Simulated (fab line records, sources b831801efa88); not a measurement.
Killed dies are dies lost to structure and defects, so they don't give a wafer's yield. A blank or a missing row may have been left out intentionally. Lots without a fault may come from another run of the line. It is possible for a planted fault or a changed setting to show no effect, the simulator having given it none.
Chamber matching	flow gf180mcu	cmp-01 running GF_V4_CMP_26: 4 sister chambers
The step polishes, stops on SiO2, t overpolish 15 s, target thk 0 nm. 8 wafers are shown with their chamber, then 8 later ones without.

== EACH WAFER AND ITS CHAMBER ==
wafer	chamber	motor-current-A (A)	time-to-endpoint-s (s)
L128.5	3	10.8	85
L131.1	1	12.2	85
L131.3	0	11.5	86
L132.2	0	11.7	84
L132.3	3	10.8	82
L136.1	1	11.8	87
L136.6	2	10.2	83
L137.1	2	10.6	87

== WAFERS MISSING THEIR CHAMBER ==
wafer	motor-current-A (A)	time-to-endpoint-s (s)
L137.2	10.2	84
L137.4	11.2	88
L145.2	10.6	86
L145.5	10.5	81
L145.6	11.0	85
L148.2	10.8	82
L148.4	10.3	83
L148.6	11.3	86

== WHICH CHAMBER EACH WENT THROUGH ==
wafer	from the rows above	in truth
L137.2	can't be placed: 2 or 3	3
L137.4	can't be placed: 0 or 3 or 1 or 2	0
L145.2	can't be placed: 2 or 3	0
L145.5	can't be placed: 3 or 2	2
L145.6	can't be placed: 3 or 0 or 2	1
L148.2	can't be placed: 3 or 2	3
L148.4	can't be placed: 2 or 3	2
L148.6	can't be placed: 0 or 3 or 1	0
Correct placement for 0 of the 8. Not placeable from these rows: 8 (in 6, the candidates include the true chamber). Number placed wrongly: 0.
How it was worked out, from the rows above alone: a wafer's distance from a chamber is the root of the sum, over the readings, of the square of ((its reading less the chamber's mean) divided by the reading's scatter). The wafer belongs to the nearest chamber; if the next one is less than 2 further off, it can't be placed. The mean given for a chamber averages the wafers shown for that chamber. The scatter: the root of (the sum of the squares of (reading less its chamber's mean) over the shown wafers, divided by (wafers less chambers)).
